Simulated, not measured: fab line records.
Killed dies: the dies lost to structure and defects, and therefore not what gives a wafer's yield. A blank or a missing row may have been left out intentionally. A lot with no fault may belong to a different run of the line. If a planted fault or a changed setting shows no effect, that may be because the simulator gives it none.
Chamber matching :: flow sky130 :: SKY_LI_CONTACT_CMP_02 on cmp-02: 4 sister chambers
The step polishes PSG. 14 wafers are shown with their chamber, then 7 later ones without.

== WAFERS, EACH WITH ITS CHAMBER ==
wafer: L364.3
chamber: 1
motor-current-A (A): 14.2
time-to-endpoint-s (s): 32.4

wafer: L364.5
chamber: 1
motor-current-A (A): 14.7
time-to-endpoint-s (s): 36.0

wafer: L364.6
chamber: 2
motor-current-A (A): 14.6
time-to-endpoint-s (s): 33.3

wafer: L365.1
chamber: 1
motor-current-A (A): 13.6
time-to-endpoint-s (s): 35.0

wafer: L365.2
chamber: 0
motor-current-A (A): 13.4
time-to-endpoint-s (s): 29.0

wafer: L365.4
chamber: 3
motor-current-A (A): 13.3
time-to-endpoint-s (s): 30.7

wafer: L367.2
chamber: 2
motor-current-A (A): 14.7
time-to-endpoint-s (s): 28.7

wafer: L367.3
chamber: 1
motor-current-A (A): 13.4
time-to-endpoint-s (s): 29.4

wafer: L367.5
chamber: 3
motor-current-A (A): 13.5
time-to-endpoint-s (s): 29.2

wafer: L368.2
chamber: 0
motor-current-A (A): 12.4
time-to-endpoint-s (s): 32.3

wafer: L368.3
chamber: 1
motor-current-A (A): 14.6
time-to-endpoint-s (s): 33.6

wafer: L368.5
chamber: 0
motor-current-A (A): 12.7
time-to-endpoint-s (s): 30.0

wafer: L369.1
chamber: 1
motor-current-A (A): 14.6
time-to-endpoint-s (s): 33.2

wafer: L369.2
chamber: 0
motor-current-A (A): 12.8
time-to-endpoint-s (s): 30.8

SIGNATURES (averages over the wafers above)
reading: motor-current-A
chamber 0: 12.825
chamber 1: 14.183
chamber 2: 14.650
chamber 3: 13.400
scatter within a chamber: 0.461

reading: time-to-endpoint-s
chamber 0: 30.525
chamber 1: 33.267
chamber 2: 31.000
chamber 3: 29.950
scatter within a chamber: 2.09
Rule: for each reading, subtract the chamber's mean from the wafer's reading, divide by that reading's scatter and square the result; add these up over the readings and take the root, which gives the wafer's distance from the chamber. The wafer belongs to the nearest chamber; if the next one is less than 2 further off, it can't be placed. The scatter is the square root of a quotient: the sum, over the shown wafers, of each reading's squared deviation from its chamber's mean, divided by wafers minus chambers.

== WAFERS WHOSE CHAMBER IS MISSING ==
wafer: L369.6
motor-current-A (A): 14.6
time-to-endpoint-s (s): 33.2

wafer: L381.1
motor-current-A (A): 13.7
time-to-endpoint-s (s): 35.2

wafer: L381.2
motor-current-A (A): 12.5
time-to-endpoint-s (s): 32.6

wafer: L381.4
motor-current-A (A): 13.2
time-to-endpoint-s (s): 35.0

wafer: L382.2
motor-current-A (A): 14.3
time-to-endpoint-s (s): 35.0

wafer: L382.4
motor-current-A (A): 12.5
time-to-endpoint-s (s): 38.0

wafer: L382.6
motor-current-A (A): 12.3
time-to-endpoint-s (s): 33.9

== WHICH CHAMBER EACH WENT THROUGH ==
wafer: L369.6
from the rows above: can't be placed: 1 or 2
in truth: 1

wafer: L381.1
from the rows above: can't be placed: 1 or 3 or 2 or 0
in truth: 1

wafer: L381.2
from the rows above: can't be placed: 0 or 3
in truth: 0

wafer: L381.4
from the rows above: can't be placed: 0 or 1 or 3 or 2
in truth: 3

wafer: L382.2
from the rows above: can't be placed: 1 or 2
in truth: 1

wafer: L382.4
from the rows above: can't be placed: 0 or 1 or 3
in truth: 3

wafer: L382.6
from the rows above: can't be placed: 0 or 3
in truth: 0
Correct placement for 0 of the 7. Cannot be placed on the basis of these rows: 7; the candidates contain the true chamber in 7. Wrongly placed: 0.
